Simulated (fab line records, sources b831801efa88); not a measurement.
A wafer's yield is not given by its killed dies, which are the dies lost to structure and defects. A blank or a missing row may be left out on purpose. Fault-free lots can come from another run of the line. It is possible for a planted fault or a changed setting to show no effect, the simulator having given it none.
A struck lot beside a sound one || flow sfq_line || 14 out of 325 route steps
Sound: these wafers, L854.2, L854.3, L854.4. Wafers struck: L870.4, L870.6. Last of all comes the cause.
Each step with rows lists, per side, the tool, then ch with its chambers, then its first start. Under that, the readings that differ: sound wafers || struck wafers || difference of the means || sigmas: that difference in standard deviations of wafers without a fault.
alike: readings with means less than 2 such deviations apart, plus words and numbers identical on both sides. not compared: withheld readings, readings lacking a value on some wafer, bounds such as >300 that could conceal the same value, and numbers that have no deviation in the record and whose values overlap.
A row with sigmas, a row that says differs or no value, or rows on one side alone: a step with any of these is where the two part. Numbers that don't overlap but have no deviation are shown without sigmas and don't part them. A reading missing from all wafers of one side parts the sides only when that side holds two or more wafers.

first, 1 step without rows for these wafers: SFQ_TRILAYER_R5_LITHO_DEVELOP_138 (time 60 s).
SFQ_R5_OVL_MEAS_935:
  sound on overlay-02 at day 56 06:34; struck on overlay-02 at day 69 12:49
{"reading": "R5_OVL (nm)", "sound": "-7 -4 -2", "struck": "14 4", "difference": "+13", "sigmas": "+2"}
SFQ_TRILAYER_R5_BARC_OPEN_METAL_ETCH_177: etches BARC in O2, target depth 125 nm, time 41.7 s.
  sound on rie_metal-02 ch 0,1, day 56 06:35; struck on rie_metal-04 ch 0,1, day 69 12:50
  alike: drypump_motor_current_A, oes_product_au
  not compared: rf_hours_counter_h
SFQ_TRILAYER_R5_ETCH_METAL_ETCH_139: etches the open film in Cl2, stops on SiO2, target depth 60 nm, time 40 s.
  sound on rie_metal-02 ch 0,1, day 56 06:39; struck on rie_metal-04 ch 0,1, day 69 12:54
  alike: drypump_motor_current_A, oes_product_au
  not compared: rf_hours_counter_h
SFQ_TRILAYER_R5_STRIP_STRIP_140: strips in O2.
  sound on rie_metal-02 ch 0,1, day 56 06:43; struck on rie_metal-04 ch 0,1, day 69 13:08
  alike: drypump_motor_current_A, oes_product_au
  not compared: rf_hours_counter_h
then, 1 step without rows for these wafers: SFQ_TRILAYER_R5_STRIP_SOLV_CLEAN_141 (cleans in NMP, time 600 s).
SFQ_TRILAYER_A5C_DEP_PECVD_142: deposits SiO2 from SiH4/N2O, time 15.556 s, target thk 70 nm.
  sound on pecvd-04 ch 0,1,2, day 56 07:29; struck on pecvd-01 ch 0,1, day 69 13:45
  alike: heater_power_w, throttle_valve_pct
then, 5 steps without rows for these wafers: SFQ_TRILAYER_I5_LITHO_COAT_149 (resist thk 62 nm); SFQ_TRILAYER_I5_LITHO_COAT_144 (resist thk 650 nm); SFQ_TRILAYER_I5_LITHO_SOFTBAKE_148; SFQ_TRILAYER_I5_LITHO_EXPOSE_145 (exposes mask I5, target cd 700 nm); SFQ_TRILAYER_I5_LITHO_PEB_147 (peb time 60 s).
-- the record jumps here: 5 days lie between the struck wafers' starts before and after --
SFQ_TRILAYER_I5_LITHO_DEVELOP_146: time 60 s.
  sound on litho_track-01 ch 0, day 56 09:50; struck on litho_track-03, day 74 17:16
  no value came back on the struck wafers for chill_plate_temp_C (C), exhaust_pa (Pa); on the sound wafers chill_plate_temp_C (C) reads 23.03 23.06 22.92
{"reading": "model.KrF_of_TRILAYER_I5_LITHO_COAT_144.thk_nm (nm)", "sound": "625 622.8 625.3", "struck": "648 646.9", "difference": "+23", "sigmas": ""}
SFQ_I5_OVL_MEAS_936:
  sound on overlay-02 at day 56 09:58; struck on overlay-01 at day 74 17:22
{"reading": "I5_OVL (nm)", "sound": "1 0 7", "struck": "- -", "difference": "no value on the struck wafers", "sigmas": ""}

WHERE THEY PART
At SFQ_R5_OVL_MEAS_935 first; at SFQ_I5_OVL_MEAS_936 last (within this record only).

WHY: what the simulator had put in
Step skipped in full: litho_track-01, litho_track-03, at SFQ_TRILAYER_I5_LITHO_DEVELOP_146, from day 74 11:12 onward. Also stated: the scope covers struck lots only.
